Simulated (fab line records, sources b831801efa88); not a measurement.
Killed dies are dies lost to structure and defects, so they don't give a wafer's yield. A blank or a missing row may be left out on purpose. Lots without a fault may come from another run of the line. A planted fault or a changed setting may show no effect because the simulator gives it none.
fab line records | flow gf180mcu
record lots=24 wafers=72 last_day=34
route steps=602 shown LVPWELL@64 V3@443 V4@480 TOP_METAL@570 PASSIVATION@589
lots that met no fault: from a run of the same line without faults
start_h: hours from the record's first day to the start of the lot's first wafer shown | wait_h: hours since the lot's step before | " the same as in the row above | L1.1+2: a row that stands for several wafers | - no value, or no start given | * or withheld: withheld | < > ~ a bound
route shown NAME@n: a module of which the file shows steps, and the number in the route of the first | usual: mean/standard deviation of fault-free wafers | same: alike in all rows | chamber/n: place in a boat | sites: the reading at each site | _std_site: their standard deviation | _edge_site: outer sites' mean less inner sites' | radius_mm: how far each site lies from the wafer's centre | mask NAME#n: copy n | behind: the tool/chamber that last shaped the wafer | hold: why the lot was held/for how many hours/how that ended | device: the transistor (n, p or np) that didn't switch | end of line: the same wafers' tests at the end of the route | a step without rows: its recipe alone | killed: dies lost to structure and defects at the first sort, not the wafer's yield | map: a wafer's dies, x killed, . not, _ none there
set.NAME: the setting as run; set.NAME@STEP: as run at that earlier step | model.NAME: the simulator's own value behind a step, which no gauge read
steps of the route over a sample of lots; a table a step, a row a wafer
services: from which hour (start_h, from the record's first day; less than 0 if before it) a tool's chamber was out of use, for how many hours, and why
## steps
# step GF_LVPWELL_STRIP_10
# recipe chemistry=O2/N2 power_w=1400 pressure_mtorr=1500 platen_temp_c=250 o2_flow_sccm=3000 n2_flow_sccm=300 overash_fraction=0.5
# usual drypump_motor_current_A=5.82/0.29 heater_power_w=328/44 oes_product_au=0.722/0.0045 strip_time_to_endpoint_s=37.01/0.084
# columns lot.wafer tool chamber start_h wait_h drypump_motor_current_A heater_power_w oes_product_au rf_hours_counter_h strip_time_to_endpoint_s
L075.4 plasma_asher-04 0 80.50 0.1 5.63 306 0.716 - 36.90
L075.5 " 0 " " 5.64 302 0.720 - 37.02
L075.6 " 1 " " 5.73 399 0.724 - 37.00
L074.1 plasma_asher-01 0 82.73 0.1 5.98 291 0.719 43 36.98
L074.3 " 1 " " 5.56 305 0.720 - 37.11
L074.6 " 0 " " 5.95 297 0.723 - 36.97
L076.1 plasma_asher-01 1 89.05 0.1 5.53 314 0.725 44 37.01
L076.3 " 0 " " 5.96 297 0.722 - 37.12
L076.4 " 1 " " 5.50 298 0.733 - 37.18
L078.1 plasma_asher-01 0 92.63 0.1 6.01 291 0.720 44 37.05
L078.2 " 1 " " 5.51 300 0.719 44 37.01
L078.4 " 1 " " 5.53 306 0.720 - 36.95
L077.1 plasma_asher-04 1 94.02 0.1 5.74 388 0.716 41 37.03
L077.5 " 1 " " 5.75 398 0.715 - 37.03
L077.6 " 0 " " 5.66 301 0.725 - 37.08
L079.2 plasma_asher-03 0 100.48 0.1 5.90 320 0.726 31 37.14
L079.4 " 0 " " 5.89 307 0.717 - 37.08
L079.5 " 0 " " 5.89 308 0.725 - 37.17
L080.1 plasma_asher-01 0 104.95 0.1 6.02 291 0.720 46 36.83
L080.4 " 1 " " 5.51 310 0.718 - 36.79
L080.5 " 1 " " 5.51 304 0.715 - 36.90
L081.1 plasma_asher-03 1 112.95 0.1 6.55 306 0.724 32 37.06
L081.2 " 0 " " 5.86 320 0.724 32 37.04
L081.3 " 1 " " 6.61 298 0.727 - 37.07
L082.3 plasma_asher-03 1 114.28 0.1 6.53 300 0.719 - 36.95
L082.4 " 0 " " 5.88 322 0.723 - 36.91
L082.6 " 0 " " 5.89 309 0.719 - 36.96
L083.2 plasma_asher-04 0 117.97 0.1 5.62 301 0.721 0 36.86
L083.4 " 1 " " 5.74 405 0.726 - 36.91
L083.6 " 1 " " 5.76 402 0.720 - 37.03
L084.2 plasma_asher-04 0 124.55 0.1 5.66 310 0.727 1 37.17
L084.3 " 1 " " 5.74 411 0.718 - 37.04
L084.5 " 0 " " 5.63 311 0.722 - 37.05
L085.3 plasma_asher-04 0 130.93 0.1 5.65 307 0.718 - 37.09
L085.4 " 1 " " 5.72 405 0.716 - 36.98
L085.6 " 1 " " 5.72 406 0.726 - 37.14
L086.2 plasma_asher-01 1 134.02 0.1 5.51 292 0.717 49 36.92
L086.3 " 0 " " 5.97 291 0.728 - 37.06
L086.4 " 1 " " 5.52 302 0.718 - 36.97
L087.1 plasma_asher-03 1 145.48 0.1 6.55 301 0.721 35 37.02
L087.4 " 0 " " 5.86 310 0.727 - 36.88
L087.5 " 1 " " 6.57 302 0.716 - 36.98
L088.1 plasma_asher-04 1 151.18 0.1 5.75 403 0.722 4 37.05
L088.3 " 1 " " 5.74 404 0.726 - 37.13
L088.6 " 0 " " 5.66 316 0.729 - 37.09
L089.4 plasma_asher-04 0 157.73 0.1 5.62 304 0.731 - 36.89
L089.5 " 1 " " 5.71 409 0.726 - 36.90
L089.6 " 0 " " 5.64 306 0.721 - 36.89
L090.1 plasma_asher-01 1 158.52 0.1 5.51 301 0.720 52 37.00
L090.3 " 0 " " 6.04 291 0.722 - 37.13
L090.5 " 1 " " 5.53 306 0.718 - 37.12
L091.3 plasma_asher-04 1 176.10 0.1 5.75 404 0.723 - 37.03
L091.5 " 1 " " 5.75 395 0.721 - 36.98
L091.6 " 0 " " 5.63 315 0.717 - 37.02
L092.1 plasma_asher-04 1 185.09 0.1 5.75 407 0.721 7 37.08
L092.2 " 0 " " 5.67 313 0.724 7 37.09
L092.6 " 0 " " 5.67 298 0.726 - 36.95
L093.1 plasma_asher-03 0 186.14 0.1 5.87 314 0.733 39 37.02
L093.2 " 1 " " 6.60 307 0.718 39 36.95
L093.4 " 0 " " 5.87 314 0.728 - 36.91
L095.2 plasma_asher-01 1 195.89 0.1 5.54 301 0.717 56 36.98
L095.4 " 0 " " 5.97 291 0.726 - 36.99
L095.5 " 0 " " 6.01 297 0.726 - 37.04
L094.2 plasma_asher-04 1 196.24 0.1 5.73 390 0.724 8 37.02
L094.5 " 1 " " 5.73 407 0.723 - 37.12
L094.6 " 0 " " 5.65 313 0.717 - 37.08
L096.1 plasma_asher-04 1 209.77 0.1 5.73 407 0.724 9 37.13
L096.2 " 0 " " 5.66 311 0.718 9 37.13
L096.6 " 1 " " 5.76 400 0.714 - 37.20
L097.1 plasma_asher-04 1 211.72 0.1 5.75 395 0.731 9 37.03
L097.2 " 0 " " 5.63 309 0.713 9 37.03
L097.4 " 1 " " 5.74 398 0.716 - 36.98
# step GF_V3_CD_MEAS_14
# recipe target_cd_nm=260
# usual cd_nm=260.1/1.2
# columns lot.wafer tool chamber start_h wait_h cd_nm
L075.4 cd_sem-01 - 518.84 0.1 260.0
L075.5 " - " " 260.2
L075.6 " - " " 259.0
L074.1 cd_sem-01 - 523.95 0.1 261.0
L074.3 " - " " 260.9
L074.6 " - " " 259.7
L076.1 cd_sem-02 - 532.95 0.1 260.1
L076.3 " - " " 260.5
L076.4 " - " " 259.7
L077.1 cd_sem-02 - 540.85 0.1 257.6
L077.5 " - " " 259.3
L077.6 " - " " 259.2
L078.1 cd_sem-02 - 542.55 0.1 262.0
L078.2 " - " " 261.5
L078.4 " - " " 261.6
L079.2 cd_sem-01 - 554.05 0.1 260.0
L079.4 " - " " 259.6
L079.5 " - " " 260.1
L080.1 cd_sem-02 - 560.73 0.1 258.9
L080.4 " - " " 259.4
L080.5 " - " " 259.1
L081.1 cd_sem-01 - 570.90 0.1 259.7
L081.2 " - " " 258.8
L081.3 " - " " 258.3
L082.3 cd_sem-01 - 578.97 0.1 260.1
L082.4 " - " " 259.5
L082.6 " - " " 259.5
L083.2 cd_sem-01 - 585.77 0.1 261.7
L083.4 " - " " 261.1
L083.6 " - " " 262.2
L084.2 cd_sem-01 - 592.62 0.1 258.8
L084.3 " - " " 258.1
L084.5 " - " " 258.9
L085.3 cd_sem-02 - 602.34 0.1 258.1
L085.4 " - " " 258.2
L085.6 " - " " 257.7
L086.2 cd_sem-01 - 602.67 0.1 259.0
L086.3 " - " " 258.7
L086.4 " - " " 259.0
L087.1 cd_sem-02 - 626.23 0.1 261.2
L087.4 " - " " 261.5
L087.5 " - " " 261.6
L088.1 cd_sem-01 - 629.58 0.1 259.8
L088.3 " - " " 261.5
L088.6 " - " " 261.2
L089.4 cd_sem-02 - 635.34 0.1 260.6
L089.5 " - " " 260.5
L089.6 " - " " 260.2
L090.1 cd_sem-01 - 640.80 0.1 257.5
L090.3 " - " " 259.8
L090.5 " - " " 258.5
L091.3 cd_sem-02 - 664.07 0.1 260.7
L091.5 " - " " 259.7
L091.6 " - " " 260.7
L092.1 cd_sem-01 - 673.65 0.1 259.8
L092.2 " - " " 260.7
L092.6 " - " " 259.1
L093.1 cd_sem-01 - 674.08 0.1 261.7
L093.2 " - " " 261.0
L093.4 " - " " 261.5
L095.2 cd_sem-01 - 682.85 0.1 261.6
L095.4 " - " " 261.5
L095.5 " - " " 260.4
L094.2 cd_sem-01 - 689.65 0.1 259.5
L094.5 " - " " 259.9
L094.6 " - " " 259.2
L096.1 cd_sem-01 - 695.03 0.1 261.7
L096.2 " - " " 259.9
L096.6 " - " " 262.2
L097.1 cd_sem-01 - 699.95 0.1 260.1
L097.2 " - " " 259.6
L097.4 " - " " 260.6
# step GF_V3_ETCH_16
# recipe chemistry=N2/H2 target_depth_a=withheld overetch_a=withheld time_s=withheld target=BARC ion_energy_ev=200 source_w=500 bias_w=100 pressure_mtorr=30 n2_flow_sccm=100 h2_flow_sccm=200
# usual bias_w=100.07/0.29 drypump_motor_current_A=5.6/0.53 oes_product_au=0.854/0.0045 throttle_valve_pct=13.224/0.0086
# columns lot.wafer tool chamber start_h wait_h bias_w drypump_motor_current_A oes_product_au throttle_valve_pct
L075.4 rie_diel-04 0 518.96 0.0 100.05 6.0 0.855 13.226
L075.5 " 2 " " 100.10 6.0 0.851 13.215
L075.6 " 1 " " 100.38 5.4 0.851 13.238
L074.1 rie_diel-03 3 524.11 0.0 100.24 5.2 0.856 13.214
L074.3 " 0 " " 100.48 4.8 0.856 13.231
L074.6 " 0 " " 100.01 4.7 0.848 13.226
L076.1 rie_diel-03 1 533.11 0.0 99.86 6.8 0.856 13.215
L076.3 " 0 " " 99.66 4.7 0.855 13.239
L076.4 " 2 " " 99.93 5.4 0.858 13.227
L077.1 rie_diel-03 2 541.01 0.0 99.72 5.4 0.857 13.217
L077.5 " 3 " " 100.28 5.1 0.862 13.213
L077.6 " 2 " " 99.27 5.3 0.853 13.232
L078.1 rie_diel-02 1 542.71 0.0 100.34 4.8 0.851 13.234
L078.2 " 3 " " 99.71 5.4 0.853 13.220
L078.4 " 1 " " 99.50 4.8 0.856 13.225
L079.2 rie_diel-04 1 554.18 0.0 100.33 5.4 0.855 13.230
L079.4 " 3 " " 100.05 6.1 0.848 13.213
L079.5 " 3 " " 99.68 6.1 0.855 13.232
L080.1 rie_diel-02 2 560.88 0.0 99.86 5.6 0.859 13.223
L080.4 " 1 " " 100.03 4.9 0.858 13.214
L080.5 " 2 " " 100.34 5.6 0.859 13.209
L081.1 rie_diel-02 1 571.06 0.0 99.78 4.8 0.854 13.212
L081.2 " 2 " " 100.11 5.6 0.856 13.226
L081.3 " 3 " " 100.53 5.4 0.854 13.219
L082.3 rie_diel-03 0 579.09 0.0 99.86 4.8 0.851 13.207
L082.4 " 2 " " 100.26 5.3 0.853 13.226
L082.6 " 3 " " 99.74 5.1 0.848 13.229
L083.2 rie_diel-03 3 585.91 0.0 100.31 5.1 0.854 13.224
L083.4 " 0 " " 100.25 4.8 0.856 13.212
L083.6 " 2 " " 99.70 5.3 0.851 13.226
L084.2 rie_diel-04 3 592.76 0.0 100.01 6.1 0.854 13.245
L084.3 " 1 " " 100.90 5.4 0.854 13.221
L084.5 " 2 " " 100.20 5.9 0.846 13.228
L085.3 rie_diel-03 2 602.46 0.0 100.38 5.4 0.854 13.219
L085.4 " 0 " " 99.91 4.8 0.852 13.235
L085.6 " 2 " " 100.36 5.3 0.850 13.236
L086.2 rie_diel-04 3 602.81 0.0 100.23 6.1 0.855 13.229
L086.3 " 2 " " 100.33 5.9 0.857 13.217
L086.4 " 0 " " 100.09 6.0 0.858 13.213
L087.1 rie_diel-04 3 626.38 0.0 99.87 6.1 0.850 13.236
L087.4 " 0 " " 100.15 6.0 0.859 13.226
L087.5 " 0 " " 99.74 6.0 0.855 13.225
L088.1 rie_diel-03 0 629.74 0.0 100.18 4.8 0.857 13.219
L088.3 " 2 " " 100.43 5.3 0.854 13.211
L088.6 " 3 " " 99.52 5.1 0.857 13.234
L089.4 rie_diel-04 0 635.44 0.0 100.30 6.0 0.853 13.230
L089.5 " 3 " " 99.72 6.1 0.852 13.231
L089.6 " 2 " " 100.47 6.0 0.859 13.229
L090.1 rie_diel-02 1 640.96 0.0 100.22 4.8 0.851 13.216
L090.3 " 0 " " 100.33 6.0 0.852 13.231
L090.5 " 2 " " 99.82 5.6 0.857 13.221
L091.3 rie_diel-02 3 664.19 0.0 100.19 5.4 0.860 13.229
L091.5 " 2 " " 100.01 5.6 0.860 13.219
L091.6 " 1 " " 99.92 4.8 0.864 13.222
L092.1 rie_diel-04 2 673.81 0.0 100.24 6.0 0.862 13.220
L092.2 " 0 " " 100.00 6.0 0.850 13.210
L092.6 " 2 " " 99.90 5.9 0.862 13.237
L093.1 rie_diel-03 1 674.23 0.0 100.09 6.7 0.856 13.251
L093.2 " 2 " " 100.28 5.3 0.858 13.218
L093.4 " 0 " " 99.98 4.8 0.852 13.230
L095.2 rie_diel-02 0 682.99 0.0 99.47 6.0 0.852 13.217
L095.4 " 3 " " 99.77 5.5 0.855 13.225
L095.5 " 1 " " 100.30 4.8 0.855 13.235
L094.2 rie_diel-04 2 689.79 0.0 100.14 5.9 0.852 13.231
L094.5 " 0 " " 100.09 6.0 0.849 13.228
L094.6 " 1 " " 99.87 5.4 0.847 13.222
L096.1 rie_diel-04 1 695.19 0.0 100.31 5.4 0.854 13.221
L096.2 " 0 " " 99.70 6.0 0.851 13.223
L096.6 " 2 " " 99.85 6.0 0.856 13.226
L097.1 rie_diel-02 1 700.11 0.0 99.87 4.8 0.858 13.226
L097.2 " 2 " " 100.77 5.6 0.863 13.220
L097.4 " 0 " " 100.81 6.0 0.852 13.219
# step GF_V4_CMP_04
# recipe material=SiO2 down_force_psi=4 platen_rpm=60 pad_velocity_m_s=0.94248
# usual motor_current_A=11.4/0.86 time_to_endpoint_s=78/5.2
# columns lot.wafer tool chamber start_h wait_h motor_current_A time_to_endpoint_s
L075.4 cmp-01 0 544.09 0.1 12.6 71
L075.6 " 3 " " 10.4 77
L075.5 " 0 " " 11.6 71
L074.1 cmp-02 0 549.87 0.1 11.3 73
L074.3 " 1 " " 12.4 76
L074.6 " 0 " " 11.0 78
L076.1 cmp-01 1 558.26 0.1 11.5 69
L076.4 " 2 " " 10.2 77
L076.3 " 0 " " 13.2 68
L077.1 cmp-02 0 566.26 0.2 11.6 73
L077.6 " 1 " " 12.0 82
L077.5 " 2 " " 10.7 79
L078.2 cmp-02 3 567.11 0.1 11.7 78
L078.1 " 0 " " 11.6 73
L078.4 " 1 " " 12.7 83
L079.4 cmp-01 0 578.66 0.1 12.9 75
L079.2 " 1 " " 11.6 77
L079.5 " 2 " " 10.6 83
L080.1 cmp-01 1 585.09 0.1 11.9 82
L080.4 " 3 " " 10.1 88
L080.5 " 0 " " 13.0 78
L081.3 cmp-01 2 595.36 0.0 10.8 70
L081.1 " 3 " " 10.1 81
L081.2 " 1 " " 12.0 81
L082.4 cmp-01 0 602.41 0.0 11.9 76
L082.3 " 1 " " 11.7 86
L082.6 " 1 " " 11.9 81
L083.2 cmp-01 2 609.95 0.0 10.6 73
L083.4 " 3 " " 10.6 89
L083.6 " 2 " " 10.7 82
L084.2 cmp-01 2 616.60 0.0 10.4 77
L084.3 " 1 " " 11.2 76
L084.5 " 3 " " 10.5 83
L085.4 cmp-01 0 626.06 0.0 12.8 71
L085.3 " 2 " " 10.9 73
L085.6 " 0 " " 12.2 73
L086.3 cmp-02 3 626.53 0.1 11.7 74
L086.2 " 0 " " 12.1 73
L086.4 " 1 " " 12.5 77
L087.4 cmp-01 0 649.65 0.1 12.2 68
L087.1 " 2 " " 10.7 68
L087.5 " 3 " " 9.5 80
L088.3 cmp-01 2 652.19 0.1 10.7 72
L088.1 " 0 " " 12.9 72
L088.6 " 2 " " 10.0 78
L089.4 cmp-02 3 658.37 0.1 12.6 75
L089.5 " 1 " " 13.1 80
L089.6 " 2 " " 10.5 72
L090.3 cmp-01 2 663.05 0.0 10.6 83
L090.1 " 3 " " 10.4 84
L090.5 " 3 " " 9.9 83
L091.3 cmp-02 1 685.29 0.2 12.7 80
L091.6 " 2 " " 10.7 83
L091.5 " 3 " " 11.8 78
L093.1 cmp-02 3 695.75 0.1 12.1 82
L093.4 " 0 " " 12.0 91
L093.2 " 2 " " 10.9 84
L092.2 cmp-02 1 696.35 0.4 12.3 73
L092.1 " 3 " " 11.7 76
L092.6 " 1 " " 12.4 78
L095.4 cmp-02 2 704.93 0.1 10.8 82
L095.2 " 3 " " 12.0 76
L095.5 " 0 " " 11.6 86
L094.2 cmp-02 1 710.19 0.1 12.1 82
L094.6 " 3 " " 12.1 87
L094.5 " 0 " " 11.7 86
L096.1 cmp-02 0 715.74 0.1 11.0 76
L096.2 " 1 " " 12.6 84
L096.6 " 3 " " 12.1 80
L097.1 cmp-02 1 721.33 0.1 11.4 76
L097.2 " 2 " " 11.1 72
L097.4 " 3 " " 11.9 80
# step GF_TOP_METAL_SPUTTER_03
# recipe material=Ti target_thk_nm=5 substrate_temp_c=300 chamber_pressure_pa=0.3 power_w=3000 time_s=3.3
# usual throttle_valve_pct=29.9/1.5
# columns lot.wafer tool chamber start_h wait_h throttle_valve_pct
L075.4 pvd_sputter-01 - 634.73 0.0 29.7
L075.5 " - " " 32.6
L075.6 " - " " 31.0
L074.1 pvd_sputter-01 - 640.89 0.0 30.0
L074.3 " - " " 30.9
L074.6 " - " " 30.0
L076.1 pvd_sputter-04 - 649.28 0.0 30.6
L076.3 " - " " 28.2
L076.4 " - " " 29.9
L077.1 pvd_sputter-04 - 655.26 0.0 28.4
L077.5 " - " " 29.2
L077.6 " - " " 29.5
L078.1 pvd_sputter-04 - 656.92 0.0 29.9
L078.2 " - " " 28.8
L078.4 " - " " 30.9
L079.2 pvd_sputter-03 - 667.08 0.0 27.4
L079.4 " - " " 29.5
L079.5 " - " " 31.3
L080.1 pvd_sputter-04 - 673.31 0.0 28.1
L080.4 " - " " 28.0
L080.5 " - " " 30.5
L081.1 pvd_sputter-03 - 680.87 0.0 30.0
L081.2 " - " " 29.6
L081.3 " - " " 31.0
L082.3 pvd_sputter-03 - 688.18 0.0 29.8
L082.4 " - " " 27.1
L082.6 " - " " 31.3
L083.2 pvd_sputter-03 - 696.53 0.0 30.1
L083.4 " - " " 26.9
L083.6 " - " " 29.7
L084.2 pvd_sputter-04 - 700.73 0.0 29.7
L084.3 " - " " 30.6
L084.5 " - " " 29.0
L085.3 pvd_sputter-03 - 708.12 0.0 30.2
L085.4 " - " " 29.4
L085.6 " - " " 30.1
L086.2 pvd_sputter-04 - 709.93 0.0 29.6
L086.3 " - " " 30.9
L086.4 " - " " 29.0
L087.1 pvd_sputter-01 - 729.73 0.0 29.6
L087.4 " - " " 33.2
L087.5 " - " " 32.9
L088.1 pvd_sputter-01 - 733.81 0.0 32.4
L088.3 " - " " 32.9
L088.6 " - " " 32.8
L089.4 pvd_sputter-03 - 736.95 0.0 29.7
L089.5 " - " " 27.2
L089.6 " - " " 30.0
L090.1 pvd_sputter-04 - 742.30 0.0 27.9
L090.3 " - " " 29.1
L090.5 " - " " 29.0
L091.3 pvd_sputter-04 - 760.54 0.0 29.7
L091.5 " - " " 28.9
L091.6 " - " " 29.5
L093.1 pvd_sputter-01 - 770.58 0.0 32.9
L093.2 " - " " 29.7
L093.4 " - " " 31.0
L092.1 pvd_sputter-03 - 771.64 0.0 30.1
L092.2 " - " " 27.3
L092.6 " - " " 29.9
L095.2 pvd_sputter-03 - 778.42 0.0 29.9
L095.4 " - " " 27.4
L095.5 " - " " 29.9
L094.2 pvd_sputter-03 - 782.97 0.0 27.2
L094.5 " - " " 27.3
L094.6 " - " " 31.3
L096.1 pvd_sputter-04 - 787.32 0.0 29.1
L096.2 " - " " 29.5
L096.6 " - " " 29.5
L097.1 pvd_sputter-01 - 792.12 0.0 30.7
L097.2 " - " " 29.9
L097.4 " - " " 32.5
# step GF_PASSIVATION_CVD_02
# recipe material=Si3N4 target_thk_nm=700 time_s=486.18 temp_c=400 rf_w=450
# usual heater_power_w=681/120
# columns lot.wafer tool chamber start_h wait_h heater_power_w
L075.4 pecvd-02 1 655.73 0.2 571
L075.5 " 2 " " 697
L075.6 " 0 " " 762
L074.1 pecvd-02 1 660.67 0.1 594
L074.3 " 0 " " 901
L074.6 " 2 " " 652
L076.1 pecvd-01 0 669.65 0.1 594
L076.3 " 2 " " 526
L076.4 " 0 " " 648
L077.1 pecvd-03 1 675.61 0.1 857
L077.5 " 0 " " 608
L077.6 " 1 " " 873
L078.1 pecvd-01 1 677.07 0.1 563
L078.2 " 0 " " 655
L078.4 " 0 " " 689
L079.2 pecvd-01 1 687.37 0.0 619
L079.4 " 0 " " 691
L079.5 " 2 " " 467
L080.1 pecvd-02 2 693.25 0.1 686
L080.4 " 1 " " 569
L080.5 " 2 " " 702
L081.1 pecvd-02 2 701.37 0.1 706
L081.2 " 0 " " 880
L081.3 " 1 " " 585
L082.3 pecvd-03 1 708.02 0.0 797
L082.4 " 1 " " 842
L082.6 " 0 " " 732
L083.2 pecvd-03 0 715.55 0.0 723
L083.4 " 2 " " 640
L083.6 " 1 " " 851
L084.2 pecvd-03 1 719.39 0.0 882
L084.3 " 2 " " 598
L084.5 " 0 " " 613
L085.3 pecvd-03 2 726.29 0.0 564
L085.4 " 0 " " 608
L085.6 " 2 " " 604
L086.2 pecvd-02 1 728.92 0.0 589
L086.3 " 2 " " 612
L086.4 " 0 " " 871
L087.1 pecvd-03 0 747.64 0.1 680
L087.4 " 1 " " 805
L087.5 " 0 " " 684
L088.1 pecvd-01 2 751.16 0.1 472
L088.3 " 1 " " 634
L088.6 " 0 " " 690
L089.4 pecvd-02 0 755.15 0.2 755
L089.5 " 1 " " 603
L089.6 " 2 " " 676
L090.1 pecvd-02 2 759.48 0.1 732
L090.3 " 1 " " 521
L090.5 " 1 " " 546
L091.3 pecvd-02 0 777.68 0.0 899
L091.5 " 1 " " 570
L091.6 " 0 " " 941
L093.1 pecvd-01 2 786.58 0.1 541
L093.2 " 1 " " 619
L093.4 " 1 " " 645
L092.1 pecvd-02 1 787.88 0.1 563
L092.2 " 2 " " 719
L092.6 " 0 " " 911
L095.2 pecvd-02 1 795.07 0.0 605
L095.4 " 1 " " 480
L095.5 " 0 " " 895
L094.2 pecvd-03 2 800.21 0.0 555
L094.5 " 1 " " 827
L094.6 " 2 " " 601
L096.1 pecvd-03 1 803.64 0.1 813
L096.2 " 2 " " 567
L096.6 " 0 " " 721
L097.1 pecvd-02 2 808.36 0.1 685
L097.2 " 0 " " 932
L097.4 " 2 " " 710
## services
# columns tool chamber start_h hours kind
cmp-01 - 64.00 4.0 pm
cmp-02 - 86.04 4.2 repair
plasma_asher-04 - 108.75 9.0 pm
cmp-01 - 112.56 3.2 pm
cmp-01 - 117.79 2.4 repair
cmp-01 - 118.56 0.5 repair
cmp-02 - 151.41 1.1 repair
cmp-01 - 152.53 11.5 pm
cmp-02 - 161.21 16.9 repair
plasma_asher-04 - 162.30 2.8 pm
cmp-02 - 190.03 1.8 repair
cmp-01 - 216.87 1.9 repair
cmp-02 - 219.70 1.9 repair
cmp-02 - 232.00 4.0 pm
plasma_asher-04 - 234.54 15.6 pm
cmp-02 - 254.31 4.6 repair
cmp-02 - 263.17 6.8 pm
cmp-01 - 295.75 0.6 repair
cmp-01 - 338.42 0.8 repair
plasma_asher-04 - 352.56 0.4 repair
cmp-01 - 380.08 0.6 repair
cmp-02 - 391.84 0.5 repair
cmp-01 - 402.31 0.4 repair
cmp-01 - 404.17 4.0 pm
## key
fault none
